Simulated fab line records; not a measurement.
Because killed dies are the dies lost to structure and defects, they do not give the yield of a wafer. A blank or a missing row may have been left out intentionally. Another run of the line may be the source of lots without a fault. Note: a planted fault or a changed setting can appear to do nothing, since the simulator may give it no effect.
8D (eight disciplines) problem report, filled in by code / flow sky130 / the parts of the form that need people (team, actions taken, sign-off) are left out

1. WHAT WENT WRONG
POLY_GATE_CVD_00_THK at SKY_POLY_GATE_THK_MEAS_01 reads a mean of 195.5 nm on 3 wafers of 1 lot; wafers without a fault read 179.8 nm with a standard deviation of 1.4. That puts it +11 standard deviations away from the usual mean.
Seen first at day 18 23:36 on film_metro-04, wafer L865.2. At this step, 39 wafers from 13 lots have a number in the record. By rule, "out" or "out of limits" means more than 4 standard deviations away from the usual mean. Any other wafer with a number is counted as sound.

2. WHAT IT IS, WHAT IT ISN'T
question=which readings at this step | is=POLY_GATE_CVD_00_THK | is not=-
question=which lots | is=L865 | is not=L852, L854, L855, L857, L858, L859, L860, L861, L862, L863, L874, L875
question=which wafers of those lots | is=all that have a number | is not=-
question=read on which gauges | is=film_metro-04 | is not=film_metro-01, film_metro-03
question=when | is=from day 18 23:36 | is not=up to then (30 sound wafers); but 6 sound wafers of L874, L875 came after

3. THE SUSPECTS, EACH WITH WHAT RULES IT OUT
Counting: a tool at any process step up to the reading remains a suspect when it ran all the lots that are out and ran no sound lot after the first of those.
- the gauge at SKY_POLY_GATE_THK_MEAS_01 is ruled out. All the wafers that are out were read on film_metro-04, but those of them that SKY_POLY_GATE_CVD_00 has rows for are out there too, on other tools.
- lpcvd-01 at SKY_POLY_GATE_CVD_00 (deposits poly-Si, target thk 180 nm, time 720 s): ruled out as a lasting fault. Sound lots L874, L875 ran on it after its first lot that is out, L865 (day 18 22:22).
Left after counting: nothing in the record.

4. THE CAUSE (what the simulator had put in)
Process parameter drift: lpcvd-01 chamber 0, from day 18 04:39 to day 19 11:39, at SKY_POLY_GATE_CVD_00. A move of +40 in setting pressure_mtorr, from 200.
Counting ruled it out, wrongly: the rule takes a fault to strike every lot that its tool runs from its start on, and this one did not.

5. THE EFFECT CHAIN, in route order
Rows list readings where the struck wafers' mean (over those with a number) sits beyond 3 standard deviations from the usual. Readings are gone through only where the record gives a usual standard deviation; hours: the median, over the lots, of the time from a lot's start at the first step in this table giving one to that lot's start at this step; sigmas: the change measured in usual standard deviations.
hours=0; step=SKY_POLY_GATE_CVD_00; reading=pressure_mtorr; usual=200.0 mTorr; on struck wafers=240.4; change=+40.4; sigmas=+92
hours=1; step=SKY_POLY_GATE_THK_MEAS_01; reading=POLY_GATE_CVD_00_THK; usual=179.8 nm; on struck wafers=195.5; change=+15.7; sigmas=+11
Here are the process steps it includes:
- SKY_POLY_GATE_CVD_00: deposits poly-Si, target thk 180 nm, time 720 s.
Later measuring or inspecting steps at which every struck wafer that the step has a row for has a number for every such reading, and none has moved that far: SKY_POLY_GATE_CD_MEAS_22.

6. HOW IT WOULD HAVE BEEN CAUGHT EARLIER
The first out-of-limits reading at a measuring or inspecting step in this record came at day 18 23:36, 19 hours after the fault's start at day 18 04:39.
The tool's own readings at SKY_POLY_GATE_CVD_00 were out on every struck wafer that the step has a row for (pressure_mtorr): an alarm limit on them would have fired on the first of those.
